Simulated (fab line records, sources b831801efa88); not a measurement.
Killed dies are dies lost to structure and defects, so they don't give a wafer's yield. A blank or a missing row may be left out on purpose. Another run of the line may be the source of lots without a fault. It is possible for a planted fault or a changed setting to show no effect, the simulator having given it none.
fab line records	flow sky130
[record] lots = 6	wafers = 18	last_day = 49
route steps=708 shown VIA1@460 PAD_OPEN@708
lots that met no fault: from a run of the same line without faults
start_h: the number of hours between the record's first day and the start of the first shown wafer of the lot	wait_h: hours elapsed since this lot's preceding step	" the same as in the row above	L1.1+2: several wafers, shown together as one row	- value missing, or start not given	* or withheld: withheld	< > ~ a bound
route shown NAME@n: a module of which the file shows steps, and the number in the route of the first	usual: average and standard deviation across the fault-free wafers	same: alike in all rows	chamber/n: place in a boat	sites: readings site by site	_std_site: how widely they spread, as a standard deviation	_edge_site: the outer-site mean with the inner-site mean subtracted	radius_mm: how far each site lies from the wafer's centre	mask NAME#n: copy n	behind: the most recent tool/chamber to have shaped the wafer	hold: what put the lot on hold/how long, in hours/how the hold closed	device: transistor that didn't switch, given as n, p or np	end of line: the same wafers' tests at the end of the route	a step given without rows: its recipe and nothing more	killed: not the wafer's yield, but the dies lost to structure and defects at the first sort	map: a wafer's dies, marking killed ones x, the rest . and places with no die _
set.NAME: the setting that was run; set.NAME@STEP: the one run at that earlier step	model.NAME: the simulator's own value behind a step, which no gauge read
lots at selected steps of the route; one table per step, one row per wafer
services: when a tool's chamber went out of use (start_h, in hours from the record's first day, below 0 if earlier), for how many hours, and the reason
[[steps]]
[step SKY_VIA1_CMP_02]
[recipe] material = SiO2	down_force_psi = 4	platen_rpm = 60	pad_velocity_m_s = 0.94248
[usual] motor_current_A = 12.4/0.87	retaining_ring_pressure_frac = 1.000/0.0053	slurry_flow_ml_min = 150.0/0.49
lot.wafer	tool	chamber	start_h	wait_h	motor_current_A	retaining_ring_pressure_frac	slurry_flow_ml_min
L240.4	cmp-02	1	758.16	0.1	12.8	1.000	150.4
L240.3	"	2	"	"	12.8	1.005	149.3
L240.6	"	3	"	"	12.8	0.999	149.5
L251.1	cmp-02	0	854.80	0.1	12.5	0.994	149.9
L251.2	"	2	"	"	11.7	0.998	149.7
L251.5	"	3	"	"	11.8	0.993	149.0
L252.1	cmp-02	1	857.92	0.1	12.3	1.002	149.5
L252.4	"	2	"	"	12.2	1.005	150.0
L252.3	"	3	"	"	12.4	1.004	150.6
L253.3	cmp-02	3	870.67	0.2	12.7	0.995	149.6
L253.5	"	0	"	"	13.8	0.998	150.9
L253.6	"	1	"	"	12.5	0.999	149.8
L257.2	cmp-01	2	892.98	0.0	12.1	1.001	149.4
L257.3	"	3	"	"	10.5	0.996	150.1
L257.1	"	0	"	"	11.2	1.007	150.2
L260.1	cmp-01	0	914.60	0.1	11.1	1.002	150.3
L260.5	"	3	"	"	10.5	1.006	148.1
L260.6	"	0	"	"	10.9	0.995	149.9
[step SKY_VIA1_BOW_MEAS_03]
[recipe] mode = bow
[usual] VIA1_BOW = 78/6.7
lot.wafer	tool	chamber	start_h	wait_h	VIA1_BOW[um]
L240.3	film_metro-02	-	758.40	0.1	72
L240.4	"	-	"	"	82
L240.6	"	-	"	"	81
L251.1	film_metro-02	-	855.05	0.2	75
L251.2	"	-	"	"	67
L251.5	"	-	"	"	76
L252.1	film_metro-04	-	858.17	0.2	78
L252.3	"	-	"	"	82
L252.4	"	-	"	"	79
L253.3	film_metro-01	-	870.86	0.1	87
L253.5	"	-	"	"	80
L253.6	"	-	"	"	78
L257.1	film_metro-04	-	893.28	0.1	80
L257.2	"	-	"	"	84
L257.3	"	-	"	"	79
L260.1	film_metro-01	-	914.85	0.2	83
L260.5	"	-	"	"	83
L260.6	"	-	"	"	79
[step SKY_VIA1_DEHYDRATE_04]
[recipe] temp_c = 200	time_s = 60
[step SKY_VIA1_HMDS_05]
[recipe] prime_time_s = 60	prime_temp_c = 120
[step SKY_VIA1_COAT_06]
[recipe] resist = BARC	temp_c = withheld	time_s = withheld	spin_rpm = 3000	resist_thk_nm = 60
[step SKY_VIA1_COAT_07]
[recipe] resist = KrF-thick	spin_rpm = 3000	resist_thk_nm = 450
[step SKY_VIA1_SOFTBAKE_08]
[recipe] temp_c = 100	time_s = 90	resist = KrF-thick
[step SKY_VIA1_EXPOSE_09]
[recipe] mask_id = VIM	na = 0.8	source_shape = annular	sigma_inner = 0.55	sigma_outer = 0.85	target_cd_nm = 150	dose_mj = 38
[step SKY_VIA1_PEB_10]
[recipe] peb_temp_c = withheld	peb_time_s = withheld	resist = KrF-thick
[step SKY_VIA1_DEVELOP_11]
[recipe] develop_time_s = 60	resist = KrF-thick	dev_temp_c = 21
[step SKY_VIA1_CD_MEAS_12]
[recipe] target_cd_nm = 150
[usual] cd_nm = 150.4/1.5
lot.wafer	tool	chamber	start_h	wait_h	cd_nm
L240.3	cd_sem-02	-	784.48	-	149.8
L240.4	"	-	"	"	150.8
L240.6	"	-	"	"	149.8
L251.1	cd_sem-01	-	880.19	-	151.1
L251.2	"	-	"	"	148.6
L251.5	"	-	"	"	148.6
L252.1	cd_sem-02	-	884.69	-	152.5
L252.3	"	-	"	"	150.0
L252.4	"	-	"	"	151.7
L253.3	cd_sem-02	-	896.18	-	147.1
L253.5	"	-	"	"	147.3
L253.6	"	-	"	"	148.1
L257.1	cd_sem-01	-	917.60	-	146.8
L257.2	"	-	"	"	149.0
L257.3	"	-	"	"	149.4
L260.1	cd_sem-02	-	939.35	-	152.5
L260.5	"	-	"	"	151.9
L260.6	"	-	"	"	151.9
[step SKY_VIA1_OVL_MEAS_13]
[usual] VIA1_OVL = 2/6.3
lot.wafer	tool	chamber	start_h	wait_h	VIA1_OVL[nm]
L240.3	overlay-01	-	784.58	0.1	-2
L240.4	"	-	"	"	1
L240.6	"	-	"	"	-4
L251.1	overlay-02	-	880.31	0.1	2
L251.2	"	-	"	"	-3
L251.5	"	-	"	"	6
L252.1	overlay-01	-	884.81	0.1	-3
L252.3	"	-	"	"	-6
L252.4	"	-	"	"	1
L253.3	overlay-02	-	896.28	0.1	1
L253.5	"	-	"	"	2
L253.6	"	-	"	"	7
L257.1	overlay-02	-	917.72	0.1	4
L257.2	"	-	"	"	6
L257.3	"	-	"	"	3
L260.1	overlay-02	-	939.47	0.1	0
L260.5	"	-	"	"	-3
L260.6	"	-	"	"	9
[step SKY_VIA1_ETCH_14]
[recipe] chemistry = N2/H2	target = BARC	ion_energy_ev = 200	source_w = 500	bias_w = 100	pressure_mtorr = 30	n2_flow_sccm = 100	h2_flow_sccm = 200	stop_on = SiO2	time_s = 45.9	target_depth_a = 600
[usual] bias_w = 99.96/0.29	drypump_motor_current_A = 5.5/0.5	oes_product_au = 0.854/0.0048	run_length_s = 74.2/0.55	throttle_valve_pct = 13.224/0.0088
lot.wafer	tool	chamber	start_h	wait_h	bias_w	drypump_motor_current_A	oes_product_au	rf_hours_counter_h	run_length_s	throttle_valve_pct	model.KrF-thick_of_VIA1_COAT_07.thk_nm
L240.3	rie_diel-01	0	784.60	0.0	99.88	6.5	0.863	4	73.9	13.229	392.7
L240.4	"	1	"	"	99.94	5.2	0.854	6	74.1	13.234	391.8
L240.6	"	0	"	"	99.66	6.6	0.847	-	73.3	13.221	393.6
L251.1	rie_diel-02	1	880.35	0.0	99.98	5.8	0.847	6	74.2	13.219	392.4
L251.2	"	2	"	"	100.08	5.2	0.858	10	74.3	13.226	390.5
L251.5	"	1	"	"	100.14	5.8	0.854	-	74.3	13.223	390.9
L252.1	rie_diel-01	2	884.84	0.0	100.41	6.0	0.783	18	84.2	13.220	383
L252.3	"	3	"	"	100.13	5.8	0.778	17	84.0	13.226	383.2
L252.4	"	1	"	"	100.40	5.2	0.779	9	83.4	13.223	383.5
L253.3	rie_diel-01	3	896.30	0.0	100.00	5.8	0.777	17	84.0	13.224	383.1
L253.5	"	3	"	"	100.34	5.8	0.782	-	84.6	13.218	380.9
L253.6	"	2	"	"	99.89	6.1	0.779	-	83.8	13.218	382.3
L257.1	rie_diel-02	2	917.75	0.0	99.88	5.2	0.859	11	74.5	13.230	392
L257.2	"	0	"	"	100.35	5.2	0.855	16	74.5	13.227	394.2
L257.3	"	1	"	"	99.82	5.8	0.861	7	74.6	13.231	392.5
L260.1	rie_diel-02	2	939.50	0.0	99.88	5.2	0.855	11	74.1	13.202	391.3
L260.5	"	1	"	"	99.74	5.8	0.843	-	74.2	13.215	391.7
L260.6	"	2	"	"	100.13	5.2	0.857	-	74.6	13.227	393.9
[step SKY_VIA1_ETCH_15]
[recipe] target = SiO2	chemistry = C4F8/O2/Ar	target_depth_nm = 351	stop_on = TiN	mask_material = KrF-thick	source_w = 1500	bias_w = 1200	pressure_mtorr = 40	c4f8_flow_sccm = withheld	O2_flow_sccm = 6	Ar_flow_sccm = 300	time_s = 54
[usual] bias_w = 1200/3.6	oes_product_au = 0.983/0.0058	run_length_s = 82.3/0.55
lot.wafer	tool	chamber	start_h	wait_h	bias_w	oes_product_au	rf_hours_counter_h	run_length_s	model.KrF-thick_of_VIA1_COAT_07.thk_nm
L240.3	rie_diel-01	0	784.64	0.0	1198	0.984	4	81.4	322.1
L240.4	"	1	"	"	1201	0.979	6	81.7	319.7
L240.6	"	0	"	"	1205	0.988	-	81.7	323.1
L251.1	rie_diel-02	1	880.39	0.0	1204	0.984	6	82.2	322.6
L251.2	"	2	"	"	1199	0.983	10	82.3	320
L251.5	"	1	"	"	1201	0.983	-	82.6	321.1
L252.1	rie_diel-01	2	884.89	0.0	1198	0.991	18	83.2	310.5
L252.3	"	3	"	"	1203	0.971	17	83.2	311
L252.4	"	1	"	"	1195	0.983	9	81.7	310.6
L253.3	rie_diel-01	3	896.34	0.0	1200	0.987	17	83.7	310.9
L253.5	"	3	"	"	1198	0.984	-	83.3	308.6
L253.6	"	2	"	"	1194	0.991	-	83.3	310.4
L257.1	rie_diel-02	2	917.79	0.0	1197	0.983	11	82.5	321.6
L257.2	"	0	"	"	1194	0.986	16	82.2	324.3
L257.3	"	1	"	"	1207	0.978	7	82.2	321.8
L260.1	rie_diel-02	2	939.54	0.0	1196	0.985	11	82.6	320.4
L260.5	"	1	"	"	1204	0.989	-	82.3	321
L260.6	"	2	"	"	1194	0.983	-	82.2	323.4
[step SKY_VIA1_STRIP_16]
[recipe] chemistry = O2/N2	power_w = 1400	pressure_mtorr = 1500	platen_temp_c = withheld	o2_flow_sccm = 3000	n2_flow_sccm = 300	overash_fraction = 0.5
[usual] drypump_motor_current_A = 5.8/0.5	oes_product_au = 0.414/0.0048	strip_time_to_endpoint_s = 4.447/0.024
lot.wafer	tool	chamber	start_h	wait_h	drypump_motor_current_A	oes_product_au	rf_hours_counter_h	strip_time_to_endpoint_s
L240.3	plasma_asher-04	1	784.72	0.1	6.2	0.414	-	4.458
L240.4	"	0	"	"	5.3	0.407	-	4.434
L240.6	"	0	"	"	5.3	0.417	-	4.488
L251.1	plasma_asher-04	1	880.44	0.0	6.3	0.422	13	4.459
L251.2	"	0	"	"	5.3	0.419	13	4.442
L251.5	"	1	"	"	6.3	0.405	-	4.453
L252.1	plasma_asher-03	0	884.93	0.0	5.0	0.417	74	4.334
L252.3	"	1	"	"	6.0	0.411	-	4.346
L252.4	"	0	"	"	5.0	0.403	-	4.329
L253.3	plasma_asher-03	0	896.42	0.1	5.0	0.408	-	4.352
L253.5	"	1	"	"	6.0	0.409	-	4.323
L253.6	"	0	"	"	5.0	0.404	-	4.324
L257.1	plasma_asher-03	0	917.84	0.0	5.0	0.422	78	4.456
L257.2	"	1	"	"	6.0	0.413	78	4.490
L257.3	"	0	"	"	5.0	0.419	-	4.461
L260.1	plasma_asher-01	0	939.59	0.0	5.6	0.413	50	4.421
L260.5	"	0	"	"	5.6	0.417	-	4.441
L260.6	"	1	"	"	6.5	0.421	-	4.470
[step SKY_VIA1_STRIP_17]
[recipe] chemistry = post_etch_residue_remover	time_s = 1200	temp_c = 72.5
[step SKY_PAD_OPEN_PROBE_99]
[usual] defect_limited_yield = 82.7/1.9	killed_at_M0_to_M3 = 43/6.8	killed_at_M4_up = 2.9/1.7	killed_at_contacts = 24/5.4	killed_at_front_end = 15/4.8	killed_at_other = 0.3/0.57	killed_dies = 85/9.4	killed_open = 47/7.5	killed_short = 38/5.7	sort_bin_3_pad_short = 0.8/0.37	sort_bin_5_function = 10.2/1.5	sort_bin_6_memory = 6.2/1.1	sort_n_pass = 407/9.4	sort_yield_pct = 82.7/1.9
[same] gross_dies = 492	killed_at_back_side = 0	sort_bin_4_leakage[%] = 0	sort_bin_8_speed[%] = 0
lot.wafer	tool	chamber	start_h	wait_h	defect_limited_yield[%]	killed_at_M0_to_M3	killed_at_M4_up	killed_at_contacts	killed_at_front_end	killed_at_other	killed_dies	killed_open	killed_short	sort_bin_3_pad_short[%]	sort_bin_5_function[%]	sort_bin_6_memory[%]	sort_n_pass	sort_yield_pct[%]
L240.3	prober-02	-	1070.44	0.2	83.5	48	3	19	10	1	81	37	44	1.2	8.7	6.5	411	83.5
L240.4	prober-02	-	1070.49	0.2	81.3	43	2	29	18	0	92	47	45	0.8	9.6	8.3	400	81.3
L240.6	prober-02	-	1070.59	0.2	81.5	36	0	37	18	0	91	55	36	1.0	11.8	5.7	401	81.5
L251.1	prober-02	-	1141.59	0.1	84.8	41	3	16	15	0	75	44	31	0.8	8.9	5.5	417	84.8
L251.2	prober-02	-	1141.64	0.1	83.5	34	2	29	16	0	81	44	37	0.4	7.5	8.5	411	83.5
L251.5	prober-02	-	1141.79	0.2	81.7	42	1	33	14	0	90	63	27	0.2	12.0	6.1	402	81.7
L252.1	prober-01	-	1147.85	0.1	84.8	40	5	18	12	0	75	40	35	0.6	8.9	5.7	417	84.8
L252.3	prober-01	-	1147.95	0.2	81.3	46	2	26	18	0	92	57	35	1.0	11.6	6.1	400	81.3
L252.4	prober-01	-	1148.00	0.2	80.3	45	0	32	20	0	97	53	44	0.6	13.0	6.1	395	80.3
L253.3	prober-02	-	1152.09	0.2	82.3	49	4	18	15	1	87	47	40	0.4	10.8	6.5	405	82.3
L253.5	prober-02	-	1152.19	0.2	83.1	43	5	20	15	0	83	46	37	0.4	9.8	6.7	409	83.1
L253.6	prober-02	-	1152.24	0.2	82.5	45	3	32	6	0	86	53	33	0.8	9.8	6.9	406	82.5
// killed by level:class
L240.3 CONTACT:geometric_particle:short=9 VIA1:geometric_particle:open=9 VIA3:geometric_particle:open=9 VIA2:geometric_particle:open=6 METAL1:geometric_particle:short=6 METAL2:geometric_particle:short=6 LOCAL_INTERCONNECT:geometric_particle:short=4 LI_CONTACT:geometric_particle:open=4
L240.4 CONTACT:geometric_particle:open=12 LOCAL_INTERCONNECT:geometric_particle:short=9 VIA1:geometric_particle:short=7 VIA1:geometric_particle:open=7 VIA3:geometric_particle:open=7 FIELD_ISO:geometric_particle:short=5 METAL2:geometric_particle:short=5 VIA2:geometric_particle:open=5
L240.6 CONTACT:geometric_particle:open=15 VIA2:geometric_particle:open=10 LOCAL_INTERCONNECT:geometric_particle:short=9 LI_CONTACT:geometric_particle:open=6 VIA3:geometric_particle:open=6 FIELD_ISO:geometric_particle:open=5 POLY_GATE:geometric_particle:short=5 CONTACT:geometric_particle:short=4
L251.1 CONTACT:geometric_particle:open=10 VIA1:geometric_particle:open=9 VIA3:geometric_particle:open=6 VIA3:geometric_particle:short=5 FIELD_ISO:geometric_particle:open=4 METAL1:geometric_particle:short=4 VIA2:geometric_particle:short=4 VIA2:geometric_particle:open=4
L251.2 VIA1:geometric_particle:open=15 CONTACT:geometric_particle:short=9 CONTACT:geometric_particle:open=8 FIELD_ISO:geometric_particle:short=5 POLY_GATE:geometric_particle:short=5 LI_CONTACT:geometric_particle:open=5 LOCAL_INTERCONNECT:geometric_particle:short=5 VIA3:geometric_particle:open=5
L251.5 LI_CONTACT:geometric_particle:open=14 VIA1:geometric_particle:open=11 CONTACT:geometric_particle:open=10 VIA3:geometric_particle:open=10 CONTACT:geometric_particle:short=7 FIELD_ISO:geometric_particle:open=6 VIA2:geometric_particle:open=5 VIA1:geometric_particle:short=4
L252.1 VIA1:geometric_particle:open=12 POLY_GATE:geometric_particle:open=5 METAL2:geometric_particle:short=5 LI_CONTACT:geometric_particle:open=4 LOCAL_INTERCONNECT:geometric_particle:short=4 CONTACT:geometric_particle:short=4 METAL1:geometric_particle:short=4 VIA2:geometric_particle:open=4
L252.3 VIA1:geometric_particle:open=12 CONTACT:geometric_particle:open=10 POLY_GATE:geometric_particle:open=9 METAL1:geometric_particle:short=9 LI_CONTACT:geometric_particle:open=6 VIA3:geometric_particle:open=6 LOCAL_INTERCONNECT:geometric_particle:short=5 METAL2:geometric_particle:short=4
L252.4 CONTACT:geometric_particle:open=13 VIA1:geometric_particle:open=13 METAL1:geometric_particle:short=8 CONTACT:geometric_particle:short=7 VIA2:geometric_particle:open=6 FIELD_ISO:geometric_particle:open=5 LOCAL_INTERCONNECT:geometric_particle:short=5 POLY_GATE:geometric_particle:short=5
L253.3 VIA1:geometric_particle:open=11 VIA2:geometric_particle:open=10 VIA3:geometric_particle:open=8 FIELD_ISO:geometric_particle:short=6 POLY_GATE:geometric_particle:short=5 LI_CONTACT:geometric_particle:open=5 CONTACT:geometric_particle:open=5 VIA1:geometric_particle:short=5
L253.5 VIA1:geometric_particle:open=12 METAL2:geometric_particle:short=10 CONTACT:geometric_particle:short=6 LI_CONTACT:geometric_particle:open=6 CONTACT:geometric_particle:open=6 FIELD_ISO:geometric_particle:short=5 VIA3:geometric_particle:open=5 VIA2:geometric_particle:open=5
L253.6 CONTACT:geometric_particle:open=12 VIA3:geometric_particle:open=11 LI_CONTACT:geometric_particle:open=10 VIA1:geometric_particle:open=9 METAL2:geometric_particle:short=8 LOCAL_INTERCONNECT:geometric_particle:short=5 VIA3:geometric_particle:short=5 VIA2:geometric_particle:open=4
[[services]]
tool	chamber	start_h	hours	kind
cmp-01	-	744.00	4.0	pm
cmp-02	-	749.87	1.7	repair
rie_diel-01	-	753.00	2.8	pm
rie_diel-01	2	766.79	5.1	repair
cmp-02	-	766.93	6.4	repair
rie_diel-01	3	792.22	2.7	repair
rie_diel-02	1	795.12	15.3	repair
rie_diel-02	0	799.21	5.2	repair
plasma_asher-03	-	824.46	3.4	repair
cmp-02	-	840.36	4.0	repair
rie_diel-01	3	843.52	3.4	repair
plasma_asher-03	-	846.38	1.5	repair
rie_diel-01	2	848.91	13.4	repair
rie_diel-01	3	862.35	1.3	repair
rie_diel-01	-	869.02	0.5	repair
cmp-02	-	883.09	3.8	pm
cmp-02	-	908.97	5.1	repair
rie_diel-01	0	911.22	1.8	repair
rie_diel-01	2	912.79	14.4	repair
cmp-02	-	914.05	4.0	pm
rie_diel-02	3	916.88	13.5	repair
plasma_asher-03	-	922.27	4.3	repair
rie_diel-01	2	928.11	13.7	repair
rie_diel-01	3	929.83	2.7	repair
[[key]]
[first_sign] step = SKY_VIA1_ETCH_14	reading = run_length_s	direction = up	sigmas = 18	usual = *	struck = *
[effect] step = SKY_VIA1_ETCH_14	reading = oes_product_au	direction = down	sigmas = 15	usual = 0.854	struck = 0.780
[effect] step = SKY_VIA1_STRIP_16	reading = strip_time_to_endpoint_s	direction = down	sigmas = 4.6	usual = *	struck = *
[model_effect] step = SKY_VIA1_ETCH_14	value = KrF-thick_of_VIA1_COAT_07.thk_nm	without = 391.5	struck = 382.7
[model_effect] step = SKY_VIA1_ETCH_15	value = KrF-thick_of_VIA1_COAT_07.thk_nm	without = 319.1	struck = 310.3
met_at SKY_VIA1_ETCH_14
struck_wafers L252.1,L252.3,L252.4,L253.3,L253.5,L253.6
onset_between 784.60 884.84
[fault] kind = process_parameter_drift	tool = rie_diel-01	chamber = -	onset_h = 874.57	steps = SKY_VIA1_ETCH_14	channel = time_s	offset = *	shape = step	end_h = 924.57	acts_in = *	stated = *
